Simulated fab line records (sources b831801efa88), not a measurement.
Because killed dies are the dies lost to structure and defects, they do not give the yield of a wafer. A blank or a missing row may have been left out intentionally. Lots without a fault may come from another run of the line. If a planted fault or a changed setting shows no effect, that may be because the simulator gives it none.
Split-lot trial | flow sfq line | 23 wafers read from 5 lots, route of 325 steps

ABOUT THE SPLIT
At SFQ_TRILAYER_I0_VIA_LITHO_EXPOSE_032 (exposes mask I0, target cd 500 nm), the setting dose mj was moved away from the recipe's 21.3 on 7 of the 23 wafers read, by -3.5% to +4.6%. All remaining wafers had this setting at the recipe value.

Between the split and the reading, the file records no step.

THE READING
I0.cd nm (the simulator's own value, which no gauge read), in nm, at SFQ_TRILAYER_I0_VIA_BARC_OPEN_VIA_ETCH_046 (etches BARC in O2, target depth 125 nm, time 41.7 s). The file does not state a usual value for it. Here, 16 wafers ran the recipe; their average is 480.2 nm with a standard deviation of 1.1 nm.

wafer  | tool, chamber at the split | dose mj as run | against the recipe | I0.cd nm, nm | against lot-mates on the recipe
L074.4 | krf scanner-02, 0          | 21.3           | recipe             | 480.3        | -
L074.5 | krf scanner-02, 0          | 21.3           | recipe             | 479.7        | -
L074.6 | krf scanner-02, 0          | 21.3           | recipe             | 479          | -
L077.1 | krf scanner-02, 0          | 21.3           | recipe             | 479          | -
L077.3 | krf scanner-02, 0          | 22.29          | +4.6%              | 488.7        | +8.1
L077.4 | krf scanner-02, 0          | 22.29          | +4.6%              | 486.4        | +5.8
L077.5 | krf scanner-02, 0          | 21.3           | recipe             | 481.4        | -
L077.6 | krf scanner-02, 0          | 21.3           | recipe             | 481.5        | -
L081.1 | krf scanner-02, 0          | 21.3           | recipe             | 479.1        | -
L081.2 | krf scanner-02, 0          | 21.3           | recipe             | 480.9        | -
L081.3 | krf scanner-02, 0          | 21.3           | recipe             | 481.1        | -
L081.4 | krf scanner-02, 0          | 21.3           | recipe             | 478.4        | -
L081.6 | krf scanner-02, 0          | 21.3           | recipe             | 480          | -
L084.1 | krf scanner-02, 0          | 22.06          | +3.6%              | 483.2        | +3.6
L084.2 | krf scanner-02, 0          | 22.06          | +3.6%              | 482.9        | +3.3
L084.3 | krf scanner-02, 0          | 21.3           | recipe             | 480.5        | -
L084.5 | krf scanner-02, 0          | 21.3           | recipe             | 478.6        | -
L084.6 | krf scanner-02, 0          | 22.06          | +3.6%              | 483.2        | +3.6
L085.1 | krf scanner-02, 0          | 20.56          | -3.5%              | 475.6        | -5.8
L085.2 | krf scanner-02, 0          | 21.3           | recipe             | 481.5        | -
L085.3 | krf scanner-02, 0          | 20.56          | -3.5%              | 475.6        | -5.8
L085.5 | krf scanner-02, 0          | 21.3           | recipe             | 480.9        | -
L085.6 | krf scanner-02, 0          | 21.3           | recipe             | 481.8        | -

THE FIT
A straight line over all 23 wafers: I0.cd nm changes by +1.25 nm for each +1% of dose mj; r = +0.90; the points scatter about the line by 1.3 nm.
The same after taking each lot's own level away (the mean of its wafers on the recipe; 23 wafers): +1.38 nm for each +1%; r = +0.95; scatter 1 nm.
The reading moves by 6.4 nm for the largest change in dose mj, on that fit.
Across the lots, their own levels run from 479.55 to 481.40 nm, a range of 1.7 times the standard deviation given above.
So the lot-to-lot level changes the slope little: the two slopes agree.
Check: for one of the wafers moved furthest among these (+4.6%), held out of the fit, the line's prediction against its lot-mates is +5.68 nm. It came out at +8.07 nm against them.

THESE WAFERS: OTHER SPLITS
These wafers also went through other splits before the reading. Each is held against what the fit with the lots' levels taken away leaves over:
other split on the same wafers                | wafers away from the commonest value | r with I0.cd nm (lot level and that fit taken away)
SFQ_TRILAYER_INCOMING_OXIDATION_002 ox time s | 10                                   | -0.02
SFQ_TRILAYER_M0_DEP_SPUTTER_019 time s        | 8                                    | -0.18

FILE'S OWN FIT
I0.cd nm changes by +1.4 nm for each +1% of dose mj, r = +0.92.
